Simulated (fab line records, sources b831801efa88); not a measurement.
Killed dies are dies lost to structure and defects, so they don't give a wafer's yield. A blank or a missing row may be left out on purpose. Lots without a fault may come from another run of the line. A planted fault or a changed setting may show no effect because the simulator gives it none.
fab line records | flow sfq_line
record lots=13 wafers=39 last_day=82
route steps=325 shown M7@291 I7@296 M8@321
lots that met no fault: from a run of the same line without faults
start_h: hours from the record's first day to the start of the lot's first wafer shown | wait_h: hours since the lot's step before | " the same as in the row above | L1.1+2: a row that stands for several wafers | - no value, or no start given | * or withheld: withheld | < > ~ a bound
route shown NAME@n: a module of which the file shows steps, and the number in the route of the first | usual: mean/standard deviation of fault-free wafers | same: alike in all rows | chamber/n: place in a boat | sites: the reading at each site | _std_site: their standard deviation | _edge_site: outer sites' mean less inner sites' | radius_mm: how far each site lies from the wafer's centre | mask NAME#n: copy n | behind: the tool/chamber that last shaped the wafer | hold: why the lot was held/for how many hours/how that ended | device: the transistor (n, p or np) that didn't switch | end of line: the same wafers' tests at the end of the route | a step without rows: its recipe alone | killed: dies lost to structure and defects at the first sort, not the wafer's yield | map: a wafer's dies, x killed, . not, _ none there
set.NAME: the setting as run; set.NAME@STEP: as run at that earlier step | model.NAME: the simulator's own value behind a step, which no gauge read
steps of the route over a sample of lots; a table a step, a row a wafer
services: from which hour (start_h, from the record's first day; less than 0 if before it) a tool's chamber was out of use, for how many hours, and why
## steps
# step SFQ_M7_OVL_MEAS_945
# usual M7_OVL=-2/5.3
# columns lot.wafer tool chamber start_h wait_h M7_OVL[nm]
L411.1 overlay-01 - 1602.43 0.1 -10
L411.4 " - " " -10
L411.6 " - " " -5
L413.2 overlay-02 - 1644.03 0.1 -10
L413.3 " - " " -9
L413.6 " - " " -7
L415.1 overlay-02 - 1730.58 0.1 -9
L415.2 " - " " -3
L415.5 " - " " -1
L416.1 overlay-02 - 1731.78 0.1 -13
L416.2 " - " " -6
L416.6 " - " " -4
L417.1 overlay-02 - 1742.57 0.1 -4
L417.5 " - " " -7
L417.6 " - " " -3
L418.1 overlay-01 - 1745.45 0.1 -2
L418.4 " - " " -5
L418.5 " - " " -4
L421.2 overlay-02 - 1779.36 0.1 9
L421.5 " - " " 0
L421.6 " - " " 8
L422.1 overlay-02 - 1781.76 0.1 13
L422.3 " - " " 2
L422.5 " - " " 3
L423.1 overlay-02 - 1803.30 0.1 -5
L423.5 " - " " 6
L423.6 " - " " 2
L424.1 overlay-02 - 1806.90 0.1 4
L424.2 " - " " 4
L424.5 " - " " 2
L427.1 overlay-02 - 1820.10 0.1 1
L427.2 " - " " -2
L427.5 " - " " -2
L428.1 overlay-01 - 1825.07 0.1 2
L428.2 " - " " 0
L428.5 " - " " -2
L430.1 overlay-01 - 1865.70 0.1 -1
L430.4 " - " " -5
L430.6 " - " " -3
# step SFQ_TRILAYER_I7_DEP_PECVD_183
# recipe material=SiO2 temp_c=150 time_s=111.11 pressure_torr=2.4 rf_w=183.3 precursor=SiH4/N2O target_thk_nm=500
# usual heater_power_w=81/15 throttle_valve_pct=24.9/2.1
# columns lot.wafer tool chamber start_h wait_h heater_power_w throttle_valve_pct
L411.1 pecvd-01 2 1604.21 0.0 77 26.1
L411.4 " 0 " " 68 27.0
L411.6 " 2 " " 78 26.4
L413.2 pecvd-02 2 1645.23 0.0 71 24.1
L413.3 " 0 " " 81 24.4
L413.6 " 2 " " 72 23.7
L415.1 pecvd-01 2 1731.57 0.0 71 25.6
L415.2 " 1 " " 119 29.2
L415.5 " 0 " " 73 27.0
L416.1 pecvd-03 2 1732.77 0.0 76 21.8
L416.2 " 0 " " 106 22.8
L416.6 " 2 " " 77 21.9
L417.1 pecvd-02 1 1743.57 0.0 89 22.5
L417.5 " 0 " " 66 24.8
L417.6 " 1 " " 89 22.6
L418.1 pecvd-01 2 1746.45 0.0 76 26.3
L418.4 " 1 " " 103 29.0
L418.5 " 0 " " 68 26.9
L421.2 pecvd-03 2 1780.35 0.0 74 22.3
L421.5 " 2 " " 79 22.1
L421.6 " 1 " " 79 23.4
L422.1 pecvd-03 2 1782.75 0.0 68 22.1
L422.3 " 1 " " 81 23.6
L422.5 " 1 " " 84 23.8
L423.1 pecvd-02 1 1804.29 0.0 87 22.7
L423.5 " 1 " " 91 23.2
L423.6 " 2 " " 74 24.5
L424.1 pecvd-01 0 1807.89 0.0 63 26.6
L424.2 " 2 " " 74 26.0
L424.5 " 2 " " 78 26.0
L427.1 pecvd-01 2 1821.09 0.0 75 26.1
L427.2 " 1 " " 115 28.9
L427.5 " 1 " " 115 29.2
L428.1 pecvd-03 2 1826.07 0.0 67 22.4
L428.2 " 1 " " 84 23.6
L428.5 " 2 " " 69 22.3
L430.1 pecvd-02 1 1866.71 0.0 89 23.3
L430.4 " 2 " " 67 24.2
L430.6 " 0 " " 74 24.9
# step SFQ_TRILAYER_I7_VIA_BARC_OPEN_VIA_ETCH_260
# recipe mask_material=PR chemistry=O2 target_depth_nm=125 target=BARC source_w=500 bias_w=80 pressure_mtorr=30 time_s=41.7
# usual drypump_motor_current_A=5.6/0.5 oes_product_au=0.684/0.0042
# columns lot.wafer tool chamber start_h wait_h drypump_motor_current_A oes_product_au rf_hours_counter_h
L411.1 rie_diel-02 1 1626.38 0.0 5.1 0.680 14
L411.4 " 3 " " 6.1 0.686 10
L411.6 " 2 " " 5.0 0.683 -
L413.2 rie_diel-03 2 1658.68 0.0 5.7 0.682 3
L413.3 " 1 " " 6.8 0.685 20
L413.6 " 2 " " 5.7 0.684 -
L415.1 rie_diel-03 1 1750.79 0.0 6.7 0.683 21
L415.2 " 3 " " 5.3 0.687 19
L415.5 " 0 " " 5.3 0.676 -
L416.1 rie_diel-02 2 1752.16 0.0 5.1 0.683 17
L416.2 " 0 " " 5.7 0.679 2
L416.6 " 0 " " 5.7 0.682 -
L417.1 rie_diel-04 1 1753.19 0.0 6.0 0.684 9
L417.5 " 0 " " 5.1 0.685 -
L417.6 " 1 " " 6.0 0.681 -
L418.1 rie_diel-03 2 1754.39 0.0 5.7 0.685 5
L418.4 " 3 " " 5.2 0.681 19
L418.5 " 0 " " 5.3 0.687 -
L421.2 rie_diel-02 2 1876.74 0.0 5.0 0.695 19
L421.5 " 2 " " 5.0 0.686 -
L421.6 " 1 " " 5.1 0.686 -
L422.1 rie_diel-04 3 1879.14 0.0 5.6 0.687 2
L422.3 " 3 " " 5.6 0.692 -
L422.5 " 1 " " 6.0 0.683 -
L423.1 rie_diel-02 0 1895.94 0.0 5.7 0.677 4
L423.5 " 0 " " 5.7 0.688 -
L423.6 " 2 " " 5.0 0.685 -
L424.1 rie_diel-04 3 1899.54 0.0 5.6 0.687 2
L424.2 " 1 " " 6.0 0.679 11
L424.5 " 2 " " 6.0 0.681 -
L427.1 rie_diel-02 0 1913.94 0.0 5.7 0.686 4
L427.2 " 1 " " 5.1 0.692 18
L427.5 " 1 " " 5.1 0.675 -
L428.1 rie_diel-04 0 1915.14 0.0 5.1 0.686 20
L428.2 " 1 " " 6.0 0.687 11
L428.5 " 0 " " 5.1 0.691 -
L430.1 rie_diel-02 0 1954.91 0.0 5.7 0.686 5
L430.4 " 1 " " 5.1 0.692 19
L430.6 " 2 " " 5.1 0.688 -
# step SFQ_TRILAYER_M8_DEP_EVAP_196
# recipe material=Au angular_spread_deg=1 target_thk_nm=180 time_s=900 power_w=2000
# columns lot.wafer tool chamber start_h wait_h
L411.1+4+6 pvd_sputter-02 - 1631.40 0.1
L413.2+3+6 pvd_sputter-02 - 1662.75 0.1
L415.1+2+5 pvd_sputter-02 - 1842.04 0.1
L416.1+2+6 pvd_sputter-01 - 1844.44 0.1
L417.1+5+6 pvd_sputter-02 - 1845.64 0.1
L418.1+4+5 pvd_sputter-01 - 1848.04 0.1
L421.2+5+6 pvd_sputter-02 - 1881.98 0.1
L422.1+3+5 pvd_sputter-01 - 1883.20 0.1
L423.1+5+6 pvd_sputter-02 - 1900.90 0.1
L424.1+2+5 pvd_sputter-01 - 1905.70 0.1
L427.1+2+5 pvd_sputter-02 - 1929.70 0.1
L428.1+2+5 pvd_sputter-01 - 1930.90 0.1
L430.1+4+6 pvd_sputter-01 - 1975.08 0.1
# step SFQ_M8_RS_MEAS_949
# recipe thk_meas_gauge=four-point-probe reads=Au_of_TRILAYER_M8_DEP_EVAP_196+Pt_of_TRILAYER_M8_DEP_EVAP_198+Ti_of_TRILAYER_M8_DEP_EVAP_197
# usual M8_AU_RS=0.1545/0.0026
# columns lot.wafer tool chamber start_h wait_h hold M8_AU_RS[ohm/sq]
L411.1 film_metro-03 - 1631.91 0.3 - 0.1536
L411.4 " - " " - 0.1516
L411.6 " - " " - 0.1529
L413.2 film_metro-01 - 1663.28 0.3 - 0.1561
L413.3 " - " " - 0.1533
L413.6 " - " " - 0.1520
L415.1 film_metro-04 - 1842.55 0.3 - 0.1546
L415.2 " - " " - 0.1571
L415.5 " - " " - 0.1525
L416.1 film_metro-01 - 1844.95 0.3 - 0.1519
L416.2 " - " " - 0.1494
L416.6 " - " " - 0.1530
L417.1 film_metro-03 - 1846.15 0.3 - 0.1566
L417.5 " - " " - 0.1533
L417.6 " - " " - 0.1564
L418.1 film_metro-04 - 1848.55 0.3 - 0.1572
L418.4 " - " " - 0.1535
L418.5 " - " " - 0.1553
L421.2 film_metro-03 - 1882.52 0.3 - 0.1568
L421.5 " - " " - 0.1553
L421.6 " - " " - 0.1556
L422.1 film_metro-01 - 1883.72 0.3 - 0.1533
L422.3 " - " " - 0.1516
L422.5 " - " " - 0.1541
L423.1 film_metro-04 - 1901.42 0.3 - 0.1530
L423.5 " - " " - 0.1543
L423.6 " - " " - 0.1547
L424.1 film_metro-04 - 1906.22 0.3 - 0.1563
L424.2 " - " " - 0.1538
L424.5 " - " " - 0.1573
L427.1 film_metro-04 - 1930.22 0.3 await_dispo/0.2h/release 0.1526
L427.2 " - " " await_dispo/0.2h/release 0.1538
L427.5 " - " " await_dispo/0.2h/release 0.1373
L427.1 film_metro-04 - 1930.50 0.3 - 0.1524
L427.2 " - " " - 0.1536
L427.5 " - " " - 0.1374
L428.1 film_metro-01 - 1931.42 0.3 - 0.1535
L428.2 " - " " - 0.1517
L428.5 " - " " - 0.1533
L430.1 film_metro-01 - 1975.59 0.3 - 0.1521
L430.4 " - " " - 0.1501
L430.6 " - " " - 0.1494
# step SFQ_M8_THK_MEAS_950
# recipe thk_meas_gauge=xrf reads=Au_of_TRILAYER_M8_DEP_EVAP_196
# usual M8_AU_THK=181/3.3
# columns lot.wafer tool chamber start_h wait_h hold M8_AU_THK[nm]
L411.1 film_metro-03 - 1632.03 0.1 - 178
L411.4 " - " " - 181
L411.6 " - " " - 180
L413.2 film_metro-01 - 1663.39 0.1 - 178
L413.3 " - " " - 181
L413.6 " - " " - 185
L415.1 film_metro-04 - 1842.67 0.1 - 181
L415.2 " - " " - 178
L415.5 " - " " - 184
L416.1 film_metro-01 - 1845.07 0.1 - 184
L416.2 " - " " - 187
L416.6 " - " " - 183
L417.1 film_metro-03 - 1846.27 0.1 - 176
L417.5 " - " " - 180
L417.6 " - " " - 176
L418.1 film_metro-04 - 1848.67 0.1 - 177
L418.4 " - " " - 181
L418.5 " - " " - 180
L421.2 film_metro-03 - 1882.63 0.1 - 175
L421.5 " - " " - 177
L421.6 " - " " - 177
L422.1 film_metro-01 - 1883.84 0.1 - 181
L422.3 " - " " - 183
L422.5 " - " " - 180
L423.1 film_metro-04 - 1901.54 0.1 - 183
L423.5 " - " " - 182
L423.6 " - " " - 182
L424.1 film_metro-04 - 1906.34 0.1 - 179
L424.2 " - " " - 182
L424.5 " - " " - 179
L428.1 film_metro-01 - 1931.54 0.1 - 182
L428.2 " - " " - 185
L428.5 " - " " - 183
L427.1 film_metro-04 - 1933.48 3.0 await_dispo/0.2h/release 182
L427.2 " - " " await_dispo/0.2h/release 181
L427.5 " - " " await_dispo/0.2h/release 202
L427.1 film_metro-04 - 1933.71 0.2 - 182
L427.2 " - " " - 181
L427.5 " - " " - 202
L430.1 film_metro-01 - 1975.71 0.1 - 184
L430.4 " - " " - 185
L430.6 " - " " - 186
## services
# columns tool chamber start_h hours kind
pvd_sputter-01 - 1606.38 6.6 repair
pecvd-02 - 1615.70 0.9 repair
rie_diel-02 2 1615.85 2.7 repair
rie_diel-02 - 1631.13 2.8 pm
pecvd-02 - 1648.35 6.0 pm
rie_diel-04 - 1663.74 2.8 pm
pecvd-03 - 1686.25 14.0 pm
rie_diel-02 2 1688.46 3.9 repair
pvd_sputter-02 - 1695.45 3.5 repair
rie_diel-04 - 1696.26 0.3 repair
rie_diel-02 2 1699.65 7.1 repair
pvd_sputter-02 - 1710.33 2.8 repair
rie_diel-02 3 1750.57 1.3 repair
pvd_sputter-02 - 1773.23 2.1 repair
rie_diel-02 0 1773.75 3.8 repair
pvd_sputter-02 - 1774.48 1.6 repair
pvd_sputter-01 - 1795.29 1.3 repair
rie_diel-02 1 1795.34 3.3 repair
pvd_sputter-02 - 1835.80 3.2 repair
rie_diel-02 1 1892.27 9.6 repair
rie_diel-02 2 1917.91 9.2 repair
rie_diel-02 0 1920.93 4.0 repair
pvd_sputter-02 - 1955.54 1.2 repair
rie_diel-02 - 1964.42 0.7 repair
## key
first_sign step=SFQ_M8_RS_MEAS_949 reading=visit direction=added
effect step=SFQ_M8_RS_MEAS_949 reading=M8_AU_RS direction=down sigmas=6.7 usual=0.1545 struck=0.1373
effect step=SFQ_M8_THK_MEAS_950 reading=visit direction=added
effect step=SFQ_M8_THK_MEAS_950 reading=M8_AU_THK direction=up sigmas=6.7 usual=181 struck=202
met_at SFQ_TRILAYER_M8_DEP_EVAP_196
struck_lots L427
struck_wafers L427.5
not_acting_at SFQ_M7_OVL_MEAS_945,SFQ_TRILAYER_I7_DEP_PECVD_183,SFQ_TRILAYER_I7_VIA_BARC_OPEN_VIA_ETCH_260
onset_between 1900.90 1929.70
fault kind=process_parameter_drift tool=pvd_sputter-02 chamber=- onset_h=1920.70 steps=SFQ_TRILAYER_M8_DEP_EVAP_196 channel=time_s offset=* shape=step end_h=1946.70 acts_in=* stated=* scope=struck_wafers_only
